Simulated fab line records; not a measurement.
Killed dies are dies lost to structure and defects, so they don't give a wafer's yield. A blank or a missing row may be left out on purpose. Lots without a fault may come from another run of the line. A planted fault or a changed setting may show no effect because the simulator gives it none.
Which tool was responsible? + flow gf180mcu + 6 lots with 18 wafers sampled at 3 steps, on a route of 602 steps

== WHAT THE GAUGES SHOWED, per wafer ==
GF_VT_IMPLANT_OVL_MEAS_07.
| lot  | measured     | on         | VT_IMPLANT_OVL (nm) |
|------|--------------|------------|---------------------|
| L401 | day 5 20:56  | overlay-01 | -0.6 -0.5 -1.3      |
| L406 | day 7 01:38  | overlay-02 | -0.6 0.6 0.3        |
| L410 | day 8 11:28  | overlay-01 | 0.1 0.4 1.0         |
| L413 | day 9 00:13  | overlay-01 | -1.0 -1.0 0.8       |
| L417 | day 10 01:04 | overlay-01 | -1.2 1.8 0.4        |
| L421 | day 11 01:53 | overlay-01 | -1.4 0.3 -1.2       |

== WHAT TOOL EACH LOT RAN ON (gives the tool, then ch and the chambers of the sampled wafers, and finally the start) ==
| lot  | GF_STI_STRIP_15                     | GF_MVPSD_STRIP_10                    |
|------|-------------------------------------|--------------------------------------|
| L401 | plasma-asher-01 ch 0,1, day 2 07:17 | plasma-asher-03 ch 0,1, day 5 06:14  |
| L406 | plasma-asher-03 ch 0,1, day 3 08:40 | plasma-asher-01 ch 0,1, day 6 10:30  |
| L410 | plasma-asher-04 ch 0,1, day 4 09:08 | plasma-asher-01 ch 0,1, day 7 18:45  |
| L413 | plasma-asher-03 ch 0,1, day 4 20:17 | plasma-asher-02 ch 0,1, day 8 08:42  |
| L417 | plasma-asher-03 ch 0,1, day 5 17:14 | plasma-asher-03 ch 0,1, day 9 07:20  |
| L421 | plasma-asher-04 ch 0,1, day 6 15:29 | plasma-asher-03 ch 0,1, day 10 08:08 |
- GF_STI_STRIP_15: strips in O2/N2.
- GF_MVPSD_STRIP_10: strips in O2/N2.

== THE ANSWER, worked out from the rows above alone ==
Rule: what is usual is taken from the lots themselves. The widest of any qualifying gaps counts: lots, ordered by their means at a reading, are off when they make up no more than a third of the lots, leave a main group of 4 or more, and stand apart from it by 3 or more times the standard deviation of that group's means. Not used: any main group whose means are identical at the precision the tables above print for the reading. A lot without any number at a reading at which 4 lots or more have one is off too. Where the step has rows for the other lots, those lots are counted as sound.
Nothing can be told from this: no lot is off at any reading shown.

== WHAT THE SIMULATOR HAD INSERTED ==
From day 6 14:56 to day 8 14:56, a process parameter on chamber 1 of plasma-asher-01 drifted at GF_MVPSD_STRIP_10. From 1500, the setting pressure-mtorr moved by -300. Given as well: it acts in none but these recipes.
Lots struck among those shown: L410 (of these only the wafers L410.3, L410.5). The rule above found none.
